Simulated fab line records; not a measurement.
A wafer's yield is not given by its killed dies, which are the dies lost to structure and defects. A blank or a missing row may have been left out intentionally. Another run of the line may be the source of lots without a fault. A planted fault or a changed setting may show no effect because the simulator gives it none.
fab line records	flow sky130
record lots=5	wafers=15	last_day=49
route steps=708 shown FIELD_ISO@16 PAD_OPEN@708
lots with no fault: from the same line, run without faults
start_h: the number of hours between the record's first day and the start of the first shown wafer of the lot	wait_h: how many hours have passed since the lot's step before this one	" same as the row above	L1.1+2: a single row standing in for several wafers	- no value, or no start was given	* or withheld: withheld	< > ~ a bound
route shown NAME@n: NAME is a module with steps in the file, n the number in the route of the first one	usual: mean/standard deviation of fault-free wafers	same: alike in all rows	chamber/n: place in a boat	sites: per-site readings	_std_site: their standard deviation	_edge_site: outer sites' mean less inner sites'	radius_mm: how far each site lies from the wafer's centre	mask NAME#n: copy n	behind: tool/chamber where the wafer was last shaped	hold: reason for holding the lot/hours on hold/outcome of the hold	device: the transistor (n, p or np) that didn't switch	end of line: at the end of the route, the tests of the same wafers	for a step that has no rows: nothing shown but its recipe	killed: the dies lost at the first sort to structure and to defects; this is not the yield of the wafer	map: a wafer's dies, marking killed ones x, the rest . and places with no die _
set.NAME: the setting the step ran with; set.NAME@STEP: the setting that earlier step ran with	model.NAME: the simulator's own value behind a step, which no gauge read
lots at selected steps of the route; one table per step, one row per wafer
services: a tool's chamber out of use, with start hour (start_h, from the record's first day; less than 0 if before it), hours out, and reason
## steps
# step SKY_FIELD_ISO_ETCH_15
# recipe chemistry=CHF3/O2	target_depth_nm=180	stop_on=Si	source_w=600	bias_w=200	pressure_mtorr=40	chf3_flow_sccm=50	O2_flow_sccm=5	time_s=72
# usual chf3_flow_sccm=49.99/0.15	drypump_motor_current_A=5.4/0.46	oes_product_au=0.945/0.0058	throttle_valve_pct=8.845/0.01
# same time_s=72
lot.wafer	tool	chamber	start_h	wait_h	chf3_flow_sccm	drypump_motor_current_A	oes_product_au	rf_hours_counter_h	throttle_valve_pct
L201.3	rie_diel-01	1	36.59	0.0	50.16	5.7	0.937	81	8.845
L201.5	"	1	"	"	50.12	5.8	0.938	-	8.846
L201.6	"	3	"	"	49.89	6.0	0.940	-	8.831
L203.1	rie_diel-02	2	45.34	0.0	50.07	5.5	0.956	5	8.856
L203.3	"	1	"	"	49.93	5.6	0.951	107	8.836
L203.5	"	0	"	"	50.09	4.8	0.956	-	8.857
L206.3	rie_diel-01	0	60.92	0.0	50.05	5.2	0.948	141	8.853
L206.4	"	0	"	"	49.61	5.3	0.947	-	8.836
L206.6	"	1	"	"	49.88	5.7	0.948	-	8.840
L214.2	rie_diel-03	1	102.59	0.0	50.13	5.0	0.949	52	8.851
L214.5	"	3	"	"	49.70	5.8	0.941	-	8.827
L214.6	"	2	"	"	49.98	6.0	0.942	-	8.832
L219.1	rie_diel-01	3	127.42	0.0	49.81	6.1	0.945	1	8.877
L219.3	"	1	"	"	50.01	5.7	0.946	83	8.837
L219.4	"	2	"	"	49.87	5.7	0.947	91	8.824
# step SKY_FIELD_ISO_STRIP_16
# recipe chemistry=O2/N2	power_w=1400	pressure_mtorr=1500	platen_temp_c=withheld	o2_flow_sccm=3000	n2_flow_sccm=300	overash_fraction=0.5
# usual drypump_motor_current_A=5.8/0.52	o2_flow_sccm=2999/8	oes_product_au=0.378/0.0046	strip_time_to_endpoint_s=3.545/0.028
# same overash_fraction=0.5
lot.wafer	tool	chamber	start_h	wait_h	drypump_motor_current_A	o2_flow_sccm	oes_product_au	rf_hours_counter_h	strip_time_to_endpoint_s
L201.3	plasma_asher-04	0	36.69	0.1	6.0	2985	0.371	-	3.512
L201.5	"	0	"	"	5.9	2993	0.389	-	3.515
L201.6	"	1	"	"	5.7	2992	0.375	-	3.548
L203.1	plasma_asher-02	0	45.40	0.0	5.1	2997	0.378	35	3.537
L203.3	"	0	"	"	5.1	3001	0.373	-	3.548
L203.5	"	1	"	"	6.4	2993	0.378	-	3.540
L206.3	plasma_asher-03	0	61.01	0.1	5.2	2986	0.379	-	3.565
L206.4	"	1	"	"	6.3	2999	0.383	-	3.556
L206.6	"	1	"	"	6.3	3004	0.373	-	3.550
L214.2	plasma_asher-03	0	102.65	0.0	5.2	3001	0.380	42	3.592
L214.5	"	0	"	"	5.2	3003	0.385	-	3.600
L214.6	"	1	"	"	6.3	3015	0.387	-	3.602
L219.1	plasma_asher-02	0	127.48	0.0	5.1	3001	0.377	42	3.522
L219.3	"	0	"	"	5.1	3001	0.379	-	3.490
L219.4	"	1	"	"	6.4	3004	0.376	-	3.567
# step SKY_FIELD_ISO_ETCH_17
# recipe target_depth_a=3420	mask_material=Si3N4	chemistry=HBr/Cl2/O2	target=Si	taper_deg=5	icp_w=600	bias_w=150	pressure_mtorr=15	HBr_flow_sccm=150	Cl2_flow_sccm=40	O2_flow_sccm=6	time_s=97.7
# usual drypump_motor_current_A=5.8/0.51	oes_product_au=0.998/0.007	throttle_valve_pct=25.658/0.01
# same time_s=97.7
lot.wafer	tool	chamber	start_h	wait_h	drypump_motor_current_A	oes_product_au	rf_hours_counter_h	throttle_valve_pct
L201.3	rie_si-01	1	36.75	0.0	5.8	0.987	143	25.660
L201.5	"	1	"	"	5.8	0.996	-	25.667
L201.6	"	0	"	"	4.7	1.004	-	25.664
L203.1	rie_si-01	1	45.50	0.1	5.8	0.986	143	25.652
L203.3	"	0	"	"	4.7	0.986	151	25.667
L203.5	"	1	"	"	5.8	0.982	-	25.648
L206.3	rie_si-02	3	61.08	0.0	6.1	0.993	112	25.648
L206.4	"	0	"	"	5.8	1.001	82	25.654
L206.6	"	2	"	"	6.5	1.002	-	25.675
L214.2	rie_si-01	1	102.75	0.1	5.8	0.992	143	25.665
L214.5	"	3	"	"	5.5	1.003	-	25.657
L214.6	"	1	"	"	5.8	0.993	-	25.653
L219.1	rie_si-01	0	127.58	0.1	4.7	0.992	0	25.652
L219.3	"	2	"	"	6.1	0.995	53	25.670
L219.4	"	0	"	"	4.7	0.993	-	25.671
# step SKY_FIELD_ISO_WET_ETCH_18
# recipe chemistry=H3PO4	target_depth_nm=25	temp_c=160	target=Si3N4	time_s=286
# step SKY_FIELD_ISO_CLEAN_19
# recipe chemistry=SC1/SC2	mix=1:4:20	temp_c=70	time_s=150
# step SKY_FIELD_ISO_CLEAN_20
# recipe chemistry=dHF	time_s=20	dilution=100:1
# step SKY_FIELD_ISO_WET_ETCH_21
# recipe chemistry=dHF	dilution=100:1	target_depth_nm=20	dry=ipa_marangoni	target=SiO2	temp_c=25	time_s=400
# step SKY_FIELD_ISO_OXIDATION_22
# recipe temp_c=950	ambient=O2	stabilise_s=600	purge_s=300	target_thk_a=100	ox_time_s=623
# step SKY_FIELD_ISO_THK_MEAS_23
# recipe reads=SiO2_of_FIELD_ISO_OXIDATION_22
# usual FIELD_ISO_OXIDATION_01_THK=10.07/0.2
lot.wafer	tool	chamber	start_h	wait_h	FIELD_ISO_OXIDATION_01_THK[nm]
L201.3	film_metro-02	-	39.88	0.0	9.85
L201.5	"	-	"	"	10.05
L201.6	"	-	"	"	10.03
L203.1	film_metro-02	-	48.08	0.0	9.97
L203.3	"	-	"	"	9.73
L203.5	"	-	"	"	9.89
L206.3	film_metro-02	-	63.79	0.0	9.70
L206.4	"	-	"	"	10.06
L206.6	"	-	"	"	9.81
L214.2	film_metro-04	-	104.97	0.0	10.10
L214.5	"	-	"	"	10.06
L214.6	"	-	"	"	10.32
L219.1	film_metro-04	-	129.38	0.0	9.89
L219.3	"	-	"	"	10.09
L219.4	"	-	"	"	9.83
# step SKY_FIELD_ISO_CVD_24
# recipe material=SiO2	target_thk_nm=595	temp_c=650	sigma_open_frac=0.3	time_s=99.2	sih4_flow_sccm=60	pressure_mtorr=6
# step SKY_FIELD_ISO_THK_MEAS_25
# recipe reads=SiO2_of_FIELD_ISO_CVD_24
# usual FIELD_ISO_CVD_24_THK=594/5.3
lot.wafer	tool	chamber	start_h	wait_h	FIELD_ISO_CVD_24_THK[nm]
L201.3	film_metro-02	-	40.01	0.1	594
L201.5	"	-	"	"	592
L201.6	"	-	"	"	597
L203.1	film_metro-04	-	48.21	0.0	602
L203.3	"	-	"	"	593
L203.5	"	-	"	"	602
L206.3	film_metro-04	-	63.96	0.1	603
L206.4	"	-	"	"	600
L206.6	"	-	"	"	605
L214.2	film_metro-04	-	105.11	0.0	592
L214.5	"	-	"	"	598
L214.6	"	-	"	"	600
L219.1	film_metro-01	-	129.51	0.0	606
L219.3	"	-	"	"	591
L219.4	"	-	"	"	593
# step SKY_FIELD_ISO_ANNEAL_26
# recipe temp_c=1000	time_s=1800	ambient=N2
# step SKY_FIELD_ISO_CMP_27
# recipe stop_on=Si3N4	t_overpolish_s=16	down_force_psi=4	platen_rpm=60	target_thk_nm=457.8	pad_velocity_m_s=0.94248
# usual edge_zone_pressure_frac=1.000/0.0048	motor_current_A=12.0/1.1	overpolish_run_s=15.999/0.0093	slurry_filter_dp_kPa=13.49/0.13	time_to_endpoint_s=111/3.2
lot.wafer	tool	chamber	start_h	wait_h	edge_zone_pressure_frac	motor_current_A	overpolish_run_s	slurry_filter_dp_kPa	time_to_endpoint_s
L201.3	cmp-01	0	42.73	0.1	0.994	12.1	16.006	13.62	113
L201.6	"	2	"	"	1.006	12.0	15.995	13.43	115
L201.5	"	3	"	"	1.007	13.7	16.010	13.46	113
L203.3	cmp-02	2	50.97	0.0	1.000	12.2	15.988	13.53	107
L203.1	"	0	"	"	1.000	11.4	15.994	13.60	108
L203.5	"	3	"	"	1.000	11.9	16.006	13.43	110
L206.4	cmp-01	0	66.57	0.1	0.995	11.8	16.007	13.66	117
L206.3	"	2	"	"	1.003	12.6	16.000	13.36	117
L206.6	"	0	"	"	1.003	12.4	15.999	13.47	114
L214.2	cmp-01	0	107.49	0.1	1.002	11.7	15.988	13.48	60
L214.5	"	1	"	"	0.999	10.9	15.996	13.52	112
L214.6	"	2	"	"	1.001	12.0	16.007	13.42	109
L219.3	cmp-02	1	131.07	0.0	1.002	12.6	16.010	13.32	109
L219.1	"	3	"	"	1.003	11.7	15.985	13.49	109
L219.4	"	0	"	"	0.998	11.1	15.989	13.53	107
# step SKY_FIELD_ISO_WET_ETCH_28
# recipe chemistry=dHF	target_depth_nm=23.7	target=SiO2	dilution=10:1	temp_c=25	time_s=47
# step SKY_PAD_OPEN_PROBE_99
# usual killed_at_M0_to_M3=42/6.8	killed_at_M4_up=3.2/1.8	killed_at_contacts=25/5.4	killed_at_front_end=15/4.5	killed_at_other=0.3/0.56	killed_dies=85/9.7	killed_open=46/7.1	killed_short=39/6.5
# same gross_dies=492	killed_at_back_side=0
lot.wafer	tool	chamber	start_h	wait_h	killed_at_M0_to_M3	killed_at_M4_up	killed_at_contacts	killed_at_front_end	killed_at_other	killed_dies	killed_open	killed_short
L203.1	prober-02	-	1094.63	0.1	53	2	21	22	0	98	53	45
L203.3	prober-02	-	1094.73	0.2	42	4	33	7	0	86	48	38
L203.5	prober-02	-	1094.83	0.2	48	3	35	10	0	96	49	47
L206.3	prober-01	-	1109.42	0.2	39	6	23	20	2	90	44	46
L206.4	prober-01	-	1109.47	0.2	38	7	29	19	0	93	53	40
L206.6	prober-01	-	1109.57	0.2	48	2	21	12	0	83	51	32
L214.2	prober-01	-	1169.88	0.1	40	3	20	14	0	77	40	37
L214.5	prober-01	-	1170.03	0.2	33	4	29	16	0	82	45	37
L214.6	prober-01	-	1170.08	0.2	35	1	37	12	0	85	47	38
L219.1	prober-01	-	1176.23	0.1	42	2	28	17	0	89	41	48
L219.3	prober-01	-	1176.33	0.2	42	6	34	12	1	95	46	49
L219.4	prober-01	-	1176.38	0.2	44	1	26	9	0	80	43	37
# killed by level:class
L203.1 VIA1:geometric_particle:open=10 METAL2:geometric_particle:short=10 CONTACT:geometric_particle:open=8 VIA2:geometric_particle:open=8 VIA1:geometric_particle:short=8 SPACER:geometric_particle:open=6 LI_CONTACT:geometric_particle:open=6 POLY_GATE:geometric_particle:short=5
L203.3 CONTACT:geometric_particle:open=15 METAL2:geometric_particle:short=12 LI_CONTACT:geometric_particle:open=9 VIA1:geometric_particle:open=8 CONTACT:geometric_particle:short=5 VIA2:geometric_particle:open=5 METAL4:geometric_particle:short=4 VIA3:geometric_particle:open=4
L203.5 LI_CONTACT:geometric_particle:open=13 METAL2:geometric_particle:short=11 CONTACT:geometric_particle:open=10 VIA1:geometric_particle:open=7 VIA2:geometric_particle:open=5 VIA3:geometric_particle:open=5 FIELD_ISO:geometric_particle:short=4 LI_CONTACT:geometric_particle:short=4
L206.3 LI_CONTACT:geometric_particle:open=8 FIELD_ISO:geometric_particle:short=7 CONTACT:geometric_particle:open=6 VIA2:geometric_particle:short=6 METAL1:geometric_particle:short=6 VIA1:geometric_particle:open=6 VIA2:geometric_particle:open=6 FIELD_ISO:geometric_particle:open=5
L206.4 CONTACT:geometric_particle:short=12 CONTACT:geometric_particle:open=11 VIA1:geometric_particle:open=9 FIELD_ISO:geometric_particle:open=8 VIA3:geometric_particle:open=7 FIELD_ISO:geometric_particle:short=5 LI_CONTACT:geometric_particle:open=4 METAL2:geometric_particle:short=4
L206.6 LI_CONTACT:geometric_particle:open=9 VIA1:geometric_particle:open=9 CONTACT:geometric_particle:open=8 VIA2:geometric_particle:open=6 METAL1:geometric_particle:short=6 VIA3:geometric_particle:short=6 VIA3:geometric_particle:open=5 FIELD_ISO:geometric_particle:open=3
L214.2 VIA1:geometric_particle:open=13 CONTACT:geometric_particle:open=9 FIELD_ISO:geometric_particle:short=5 VIA2:geometric_particle:open=5 LI_CONTACT:geometric_particle:open=5 METAL1:geometric_particle:short=5 VIA1:geometric_particle:short=5 POLY_GATE:geometric_particle:short=4
L214.5 VIA1:geometric_particle:open=13 LI_CONTACT:geometric_particle:open=8 CONTACT:geometric_particle:open=7 FIELD_ISO:geometric_particle:short=6 LI_CONTACT:geometric_particle:short=5 CONTACT:geometric_particle:short=5 METAL1:geometric_particle:short=5 POLY_GATE:geometric_particle:open=4
L214.6 CONTACT:geometric_particle:open=15 VIA1:geometric_particle:open=10 LI_CONTACT:geometric_particle:open=7 LI_CONTACT:geometric_particle:short=6 METAL1:geometric_particle:short=6 METAL3:geometric_particle:short=4 LOCAL_INTERCONNECT:geometric_particle:short=4 CONTACT:geometric_particle:short=4
L219.1 CONTACT:geometric_particle:open=9 VIA2:geometric_particle:open=9 FIELD_ISO:geometric_particle:short=7 METAL1:geometric_particle:short=7 LI_CONTACT:geometric_particle:open=6 LOCAL_INTERCONNECT:geometric_particle:short=6 CONTACT:geometric_particle:short=6 POLY_GATE:geometric_particle:short=4
L219.3 LOCAL_INTERCONNECT:geometric_particle:short=10 CONTACT:geometric_particle:open=10 VIA2:geometric_particle:open=9 LI_CONTACT:geometric_particle:open=7 VIA3:geometric_particle:short=7 VIA1:geometric_particle:open=6 METAL4:geometric_particle:short=5 VIA2:geometric_particle:short=5
L219.4 VIA1:geometric_particle:open=10 LOCAL_INTERCONNECT:geometric_particle:short=7 CONTACT:geometric_particle:open=7 METAL1:geometric_particle:open=7 METAL1:geometric_particle:short=6 VIA3:geometric_particle:open=6 METAL2:geometric_particle:short=5 FIELD_ISO:geometric_particle:short=4
## services
tool	chamber	start_h	hours	kind
cmp-02	-	17.27	1.5	repair
cmp-01	-	21.42	5.8	pm
rie_diel-01	0	27.27	17.7	repair
cmp-01	-	29.30	1.2	repair
plasma_asher-02	-	35.34	1.6	repair
rie_diel-01	3	58.96	2.0	repair
cmp-02	-	64.00	4.0	pm
rie_diel-03	0	64.37	17.6	repair
cmp-02	-	66.54	2.2	repair
plasma_asher-04	-	74.43	5.3	repair
rie_si-01	3	75.59	5.1	repair
rie_si-01	0	80.72	-	clean
rie_si-02	2	82.44	3.6	repair
rie_diel-03	3	84.08	11.8	repair
rie_diel-02	0	84.35	6.6	repair
rie_diel-03	2	87.09	3.1	repair
rie_diel-01	1	92.83	9.2	repair
cmp-02	-	93.08	0.6	repair
cmp-02	-	99.18	2.3	repair
plasma_asher-02	-	100.66	4.5	repair
plasma_asher-04	-	103.96	1.4	repair
cmp-02	-	106.13	0.4	repair
plasma_asher-03	-	108.75	9.0	pm
cmp-02	-	128.21	0.4	repair
## key
first_sign step=SKY_FIELD_ISO_CMP_27	reading=time_to_endpoint_s	direction=down	sigmas=16	usual=*	struck=*
effect none on later readings
met_at SKY_FIELD_ISO_CMP_27
struck_wafers L214.2
tester_left_out L214
onset_between 66.57 107.49
fault kind=process_parameter_drift	tool=cmp-01	chamber=0	onset_h=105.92	steps=SKY_FIELD_ISO_CMP_27	channel=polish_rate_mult	offset=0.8	shape=step	end_h=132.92
# tester_left_out: of these lots the tester's yield and bins aren't shown, on N5 and GAA mostly nor the transistor test; their killed dies are dies lost to structure and defects alone, not to doping, threshold or leakage, so they don't give the yield
